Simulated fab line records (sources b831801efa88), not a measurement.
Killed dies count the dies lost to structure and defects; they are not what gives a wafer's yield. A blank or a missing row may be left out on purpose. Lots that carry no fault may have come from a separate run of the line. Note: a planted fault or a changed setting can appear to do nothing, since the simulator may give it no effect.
Chamber matching -- flow gf180mcu -- 4 sister chambers for GF_STI_ETCH_14 on rieSi-02
The step etches Si in HBr/Cl2/O2, target depth 360 nm, time 102.9 s. 4 wafers are shown with their chamber, then 9 later ones without.

EACH WAFER AND ITS CHAMBER
wafer,chamber,drypumpMotorCurrentA (A)
L754.4,2,6.3
L758.1,0,6.6
L758.2,3,6.3
L758.6,1,5.6

WAFERS WITHOUT THEIR CHAMBER
wafer,drypumpMotorCurrentA (A)
L760.1,5.6
L760.3,6.7
L760.6,6.3
L761.3,5.6
L761.4,6.3
L761.5,6.3
L765.4,6.7
L765.5,6.3
L765.6,5.6

THE CHAMBER EACH PASSED THROUGH
wafer,from the rows above,in truth
L760.1,1,1
L760.3,0,0
L760.6,can't be placed: 2 or 3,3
L761.3,1,1
L761.4,can't be placed: 2 or 3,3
L761.5,can't be placed: 2 or 3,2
L765.4,0,0
L765.5,can't be placed: 2 or 3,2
L765.6,1,1
Correctly placed: 5 of 9. Can't be placed from these rows: 4 (the true chamber is among the candidates in 4). Wrongly placed: 0.
How it was worked out, from the rows above alone: a wafer's distance from a chamber is the root of the sum, over the readings, of the square of ((its reading less the chamber's mean) divided by the reading's scatter). The wafer belongs to the nearest chamber; if the next one is less than 2 further off, it can't be placed. A chamber's mean is the mean of its shown wafers. The scatter: root of mean squared gap, hidden wafer to nearest shown wafer, with one shown wafer a chamber.
